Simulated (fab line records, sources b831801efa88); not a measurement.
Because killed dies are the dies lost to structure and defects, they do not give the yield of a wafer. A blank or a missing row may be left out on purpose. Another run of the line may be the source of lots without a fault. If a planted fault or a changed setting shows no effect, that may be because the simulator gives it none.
A lot that was struck, set against a sound lot | flow sky130 | 18 steps out of a route of 708
Sound: these wafers, L299.1, L299.3, L299.4. Wafers struck: L287.1, L287.4, L287.5. The cause comes at the end.
Per side, at each step with rows, come the tool, then ch with its chambers, and then its first start. Under that, the readings that differ: sound wafers | struck wafers | difference of the means | sigmas: that difference in standard deviations of wafers without a fault.
alike: readings with means less than 2 such deviations apart, plus words and numbers identical on both sides. not compared: withheld readings, readings lacking a value on some wafer, bounds such as >300 that could conceal the same value, and numbers that have no deviation in the record and whose values overlap.
Wherever a step has rows on one side only, a row that says differs or no value, or a row with sigmas, the two part there. When numbers do not overlap yet have no deviation, they are printed without sigmas and do not part them. A reading that every wafer of one side lacks parts them only if that side has two wafers or more.

first, 1 step without rows for these wafers: SKY_NWELL_DEVELOP_22 (develop time 60 s).
SKY_NWELL_OVL_MEAS_23:
  sound on overlay-01, day 10 08:25; struck on overlay-01, day 7 02:19
  alike: NWELL_01_OVL
after that, 1 step had no rows for these wafers: SKY_NWELL_IMPLANT_24.
SKY_NWELL_STRIP_25: strips in O2/N2.
  sound on plasma-asher-01 ch 0,1, day 10 08:37; struck on plasma-asher-03 ch 0,1, day 7 02:31
  alike: drypump-motor-current-A, oes-product-au, strip-time-to-endpoint-s
  not compared: rf-hours-counter-h
SKY_NWELL_TW_MEAS_26:
  sound on film-metro-02, day 10 08:43; struck on film-metro-02, day 7 02:37
  alike: NWELL_2_TW
then, 1 step without rows for these wafers: SKY_NWELL_CLEAN_27 (cleans in SC1/SC2, time 150 s).
SKY_NWELL_RTA_28: time 30 s.
  sound on rtp-anneal-02 ch 0, day 10 08:49; struck on rtp-anneal-02 ch 0, day 7 02:43
  alike: chamber-o2-ppm, lamp-power-pct, wafer_temp_C_max
SKY_NWELL_RS_MEAS_29: measurement is done with a four-point probe.
  sound on film-metro-04, day 10 08:55; struck on film-metro-03, day 7 02:55
  alike: NWELL_RS
SKY_NWELL_RS_MEAS_31: measurement is done with a four-point probe.
  sound on film-metro-04, day 10 09:10; struck on film-metro-03, day 7 03:10
  alike: PWDE_RS
then, 2 steps without rows for these wafers: SKY_VT_ADJUST_HVTP_DEHYDRATE_00 (time 60 s); SKY_VT_ADJUST_HVTP_HMDS_01 (prime time 60 s).
SKY_VT_ADJUST_HVTP_COAT_02: resist thk 1140 nm.
  sound on litho-track-03 ch 0, day 10 20:28; struck on litho-track-03 ch 0, day 7 12:52
  reading                                             | sound                | struck               | difference | sigmas
  spin-speed-rpm (rpm)                                | 3001.4 2997.7 2999.8 | 2949.6 2949.8 2950.7 | -49.6      | -26
  model.NOVOLAK_of_VT_ADJUST_HVTP_COAT_02.thk-nm (nm) | 1137 1133 1137       | 1148 1142 1144       | +9         |
  alike: chill-plate-temp-C, resist-line-temp-C
then, 3 steps without rows for these wafers: SKY_VT_ADJUST_HVTP_SOFTBAKE_03 (time 60 s); SKY_VT_ADJUST_HVTP_EXPOSE_04 (exposes mask HVTPM, target cd 380 nm); SKY_VT_ADJUST_HVTP_PEB_05.
SKY_VT_ADJUST_HVTP_DEVELOP_06: develop time 60 s.
  sound on litho-track-03 ch 0, day 11 08:25; struck on litho-track-04 ch 0, day 7 22:56
  reading                                             | sound          | struck         | difference | sigmas
  model.NOVOLAK_of_VT_ADJUST_HVTP_COAT_02.thk-nm (nm) | 1136 1133 1137 | 1148 1142 1143 | +9         |
  alike: chill-plate-temp-C, resist-line-temp-C
SKY_VT_ADJUST_HVTP_CD_MEAS_07 targets a cd of 380 nm.
  sound on cd-sem-01, day 11 08:34; struck on cd-sem-01, day 7 23:05
  alike: cd-nm
-- a jump in the record: the struck wafers' starts before and after are 40 days apart (it breaks off in module VT_ADJUST_HVTP and resumes in module PAD_OPEN, where the first step shown is number 708 of the route) --
SKY_PAD_OPEN_PROBE_99:
  the record has rows for the struck wafers here (prober-01, day 47 12:09) and none for the sound ones

== WHERE THEY PART ==
Last at SKY_PAD_OPEN_PROBE_99 as far as this record goes, first at SKY_VT_ADJUST_HVTP_COAT_02.

WHY: whatever the simulator had introduced
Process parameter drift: litho-track-03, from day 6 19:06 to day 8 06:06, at SKY_VT_ADJUST_HVTP_COAT_02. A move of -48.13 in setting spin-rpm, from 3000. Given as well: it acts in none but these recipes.
